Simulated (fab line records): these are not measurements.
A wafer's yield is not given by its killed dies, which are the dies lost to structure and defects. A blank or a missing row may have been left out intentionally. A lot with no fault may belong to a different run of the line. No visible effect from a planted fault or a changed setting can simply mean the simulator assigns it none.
Matching of chambers	flow gf180mcu	GF_V1_CMP_26 on cmp-02: 4 sister chambers
The step polishes, stops on SiO2, t overpolish 15 s, target thk 0 nm. 4 wafers are shown with their chamber, then 10 later ones without.

WAFERS WITH THEIR CHAMBER
wafer	chamber	motor current A (A)
L083.3	1	10.2
L089.4	3	13.8
L092.3	0	10.5
L092.5	2	12.1

WAFERS WITHOUT THEIR CHAMBER
wafer	motor current A (A)
L092.6	13.5
L094.1	11.1
L094.3	12.2
L094.4	13.2
L096.1	12.8
L096.2	10.3
L096.4	11.1
L097.3	10.9
L097.5	10.5
L097.6	11.4

EACH ONE'S CHAMBER
wafer	from the rows above	in truth
L092.6	3	3
L094.1	can't be placed: 0 or 1 or 2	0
L094.3	2	2
L094.4	can't be placed: 3 or 2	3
L096.1	can't be placed: 2 or 3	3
L096.2	can't be placed: 1 or 0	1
L096.4	can't be placed: 0 or 1 or 2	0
L097.3	can't be placed: 0 or 1 or 2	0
L097.5	can't be placed: 0 or 1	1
L097.6	can't be placed: 2 or 0 or 1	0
Correctly placed: 2 of 10. Can't be placed from these rows: 8 (the true chamber is among the candidates in 8). Number placed wrongly: 0.
How it was worked out, from the rows above alone: a wafer's distance from a chamber is the root of the sum, over the readings, of the square of ((its reading less the chamber's mean) divided by the reading's scatter). If the next closest chamber is less than 2 further off than the closest, the wafer can't be placed; otherwise it belongs to the closest. A chamber's mean is the mean of its shown wafers. The scatter (one wafer shown for each chamber): square how far every hidden wafer sits from the nearest shown wafer, average those squares and take the square root.
